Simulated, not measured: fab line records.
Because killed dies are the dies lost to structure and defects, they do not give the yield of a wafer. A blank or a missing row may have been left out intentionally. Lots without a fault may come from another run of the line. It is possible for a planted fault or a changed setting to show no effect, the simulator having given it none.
Comparing a struck lot with a sound one | flow gf180mcu | 14 out of 602 route steps
Sound: wafers L626.4, L626.5, L626.6. The struck wafers were L624.3, L624.5, L624.6. The cause comes at the end.
Per side, at each step with rows, come the tool, then ch with its chambers, and then its first start. Under that, the readings that differ: sound wafers | struck wafers | difference of the means | sigmas: that difference in standard deviations of wafers without a fault.
alike: words and numbers the same on both sides, and readings whose means are apart by under 2 such deviations; not compared: readings that were withheld, readings missing a value for some wafer, numbers with overlapping values and no deviation given by the record, and bounds like >300 which may hide the same value.
A row with sigmas, a row that says differs or no value, or rows on one side alone: a step with any of these is where the two part. Non-overlapping numbers with no deviation appear without sigmas and do not part them. A reading that every wafer of one side lacks parts them only if that side has two wafers or more.

first, 8 steps without rows for these wafers: GF_V3_DEHYDRATE_06 (time 60 s); GF_V3_HMDS_07 (prime time 60 s); GF_V3_COAT_08; GF_V3_COAT_09 (resist thk 1000 nm); GF_V3_SOFTBAKE_10 (time 60 s); GF_V3_EXPOSE_11 (exposes mask Via3, target cd 260 nm); GF_V3_PEB_12 (peb time 90 s); GF_V3_DEVELOP_13 (develop time 60 s).
GF_V3_CD_MEAS_14: the cd target is 260 nm.
  sound on cdSem-02 at day 29 03:40; struck on cdSem-02 at day 28 14:39
  alike: cdNm
GF_V3_OVL_MEAS_15:
  sound on overlay-02 at day 29 03:45; struck on overlay-02 at day 28 14:44
  alike: V3_OVL
GF_V3_ETCH_16: etches BARC in N2/H2.
  sound on rieDiel-01 ch 1,2, day 29 03:46; struck on rieDiel-04 ch 1,2,3, day 28 14:46
  alike: drypumpMotorCurrentA, oesProductAu, throttleValvePct
GF_V3_ETCH_17: etches SiO2 in C4F8/O2/Ar, stops on TiN, target depth 635 nm.
  sound on rieDiel-01 ch 1,2; struck on rieDiel-04 ch 1,2,3
  alike: oesProductAu
GF_V3_STRIP_18: strips in O2/N2.
  sound on plasmaAsher-04 ch 0,1, day 29 03:56; struck on plasmaAsher-04 ch 0,1, day 28 14:56
  no value came back on the struck wafers for chamberPressureMTorr (mTorr), drypumpMotorCurrentA (A), heaterPowerW (W), oesProductAu (a.u.); on the sound wafers chamberPressureMTorr (mTorr) reads 1499.7 1502.0 1500.5
  not compared: rfHoursCounterH
then, 1 step without rows for these wafers: GF_V3_STRIP_19 (strips in post etch residue remover, time 1200 s).

WHERE THEY PART
Only at GF_V3_STRIP_18, within this record.

WHY: what had been put in by the simulator
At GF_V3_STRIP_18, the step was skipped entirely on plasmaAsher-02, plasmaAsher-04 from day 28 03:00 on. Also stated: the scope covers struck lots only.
